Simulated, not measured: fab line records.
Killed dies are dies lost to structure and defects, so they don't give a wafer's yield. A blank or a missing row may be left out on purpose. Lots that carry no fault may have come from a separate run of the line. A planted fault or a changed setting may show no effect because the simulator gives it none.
What tool caused it? | flow gf180mcu | 13 lots with 39 wafers sampled at 2 steps, on a route of 602 steps

WHAT THE GAUGES READ, wafer by wafer
GF_V4_RS_MEAS_24: uses a four-point probe to measure.
lot  | measured     | on            | V4_W_RS (ohm/sq)
L875 | day 24 11:38 | film metro-04 | 0.328 0.328 0.323
L876 | day 24 18:20 | film metro-01 | 0.324 0.320 0.325
L877 | day 25 02:13 | film metro-04 | 0.326 0.327 0.328
L880 | day 26 05:11 | film metro-02 | 0.326 0.327 0.327
L881 | day 26 13:16 | film metro-04 | 0.330 0.328 0.328
L883 | day 27 04:01 | film metro-01 | 0.332 0.332 0.330
L884 | day 27 10:38 | film metro-04 | 0.325 0.321 0.323
L893 | day 30 03:24 | film metro-04 | 0.326 0.330 0.328
L894 | day 30 08:13 | film metro-01 | 0.323 0.323 0.323
L895 | day 30 11:45 | film metro-04 | 0.324 0.320 0.325
L896 | day 30 20:24 | film metro-04 | 0.322 0.320 0.324
L897 | day 31 02:49 | film metro-01 | 0.327 0.329 0.327
L898 | day 31 13:11 | film metro-02 | 0.324 0.326 0.327

EACH LOT AND THE TOOL THAT RAN IT (in order: tool; ch and the chambers of the sampled wafers; start)
lot  | GF_V4_ETCH_17
L875 | rie diel-01 ch 1,2,3, day 24 11:38 or earlier
L876 | rie diel-01 ch 0,1,2, day 24 18:20 or earlier
L877 | rie diel-01 ch 0,3, day 25 02:13 or earlier
L880 | rie diel-03 ch 0,2,3, day 26 05:11 or earlier
L881 | rie diel-01 ch 0,1,2, day 26 13:16 or earlier
L883 | rie diel-04 ch 0,1,2, day 27 04:01 or earlier
L884 | rie diel-03 ch 1,2,3, day 27 10:38 or earlier
L893 | rie diel-04 ch 0,1, day 30 03:24 or earlier
L894 | rie diel-01 ch 0,1,2, day 30 08:13 or earlier
L895 | rie diel-01 ch 1,2,3, day 30 11:45 or earlier
L896 | rie diel-04 ch 0,1,2, day 30 20:24 or earlier
L897 | rie diel-04 ch 0,2, day 31 02:49 or earlier
L898 | rie diel-01 ch 0,1,3, day 31 13:11 or earlier
- GF_V4_ETCH_17: etches SiO2 in C4F8/O2/Ar, stops on TiN, target depth 630 nm.

WHAT THE TOOLS THEMSELVES READ (means of the sampled wafers that have a number; where no wafer has one, the mark that the record gives instead)
GF_V4_ETCH_17.
lot  | tool        | oes product au (a.u.)
L875 | rie diel-01 | 0.857
L876 | rie diel-01 | 0.856
L877 | rie diel-01 | 0.853
L880 | rie diel-03 | 0.857
L881 | rie diel-01 | 0.855
L883 | rie diel-04 | 0.855
L884 | rie diel-03 | 0.859
L893 | rie diel-04 | 0.856
L894 | rie diel-01 | 0.852
L895 | rie diel-01 | 0.850
L896 | rie diel-04 | 0.857
L897 | rie diel-04 | 0.853
L898 | rie diel-01 | 0.855

THE ANSWER, worked out from the rows above alone
Rule: what is usual is taken from the lots themselves. Put in order of their means at a reading, lots are off if they are a third of the lots or fewer, leave a main group of 4 or more, and stand apart from it by a gap of 3 or more times the standard deviation of the main group's means; of several such gaps the widest counts. A main group is skipped when, at the precision printed for the reading in the tables above, its means are all equal. Also off: a lot with no number at a reading for which 4 or more lots have one. The other lots that the step has rows for count as sound. First the gauges in route order, then the tools' own readings, where a lot's mean is used as printed above. The first step at which some lot is off is used, and at that step the reading that is off furthest; a lot without a number counts as furthest.
Nothing can be told from this: no lot is off at any reading shown.

WHAT THE SIMULATOR HAD PUT IN
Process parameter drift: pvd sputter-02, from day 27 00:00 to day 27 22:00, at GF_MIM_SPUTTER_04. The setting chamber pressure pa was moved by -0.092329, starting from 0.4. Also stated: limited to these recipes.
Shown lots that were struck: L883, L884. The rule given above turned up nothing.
